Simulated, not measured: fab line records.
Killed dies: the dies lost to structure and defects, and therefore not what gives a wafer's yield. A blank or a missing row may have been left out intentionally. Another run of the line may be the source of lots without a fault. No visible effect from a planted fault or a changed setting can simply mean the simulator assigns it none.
Matching of chambers    flow gf180mcu    cmp-02 running GF_V3_CMP_26: 4 sister chambers
The step polishes, stops on SiO2, t overpolish 15 s, target thk 0 nm. 4 wafers are shown with their chamber, then 9 later ones without.

## EACH WAFER AND ITS CHAMBER
wafer   chamber  motorCurrentA (A)
L462.1  1        14.0
L465.3  2        10.6
L469.2  0        9.9
L469.6  3        12.3

## WAFERS WITHOUT THEIR CHAMBER
wafer   motorCurrentA (A)
L470.3  9.7
L470.4  12.2
L470.6  9.4
L472.3  11.1
L472.4  12.5
L472.5  11.0
L473.2  10.9
L473.3  13.5
L473.6  10.0

## THE CHAMBER EACH PASSED THROUGH
wafer   from the rows above      in truth
L470.3  0                        0
L470.4  3                        3
L470.6  0                        0
L472.3  2                        2
L472.4  3                        3
L472.5  2                        2
L473.2  2                        2
L473.3  1                        1
L473.6  can't be placed: 0 or 2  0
8 of 9 placed correctly. Can't be placed from these rows: 1 (the true chamber is among the candidates in 1). Number placed wrongly: 0.
How it was worked out, from the rows above alone: a wafer's distance from a chamber is the root of the sum, over the readings, of the square of ((its reading less the chamber's mean) divided by the reading's scatter). The wafer belongs to the nearest chamber; if the next one is less than 2 further off, it can't be placed. Each chamber's mean is taken over the wafers shown for it. The scatter: with one shown wafer a chamber, the root of the mean of the squares of how far each hidden wafer lies from its nearest shown one.
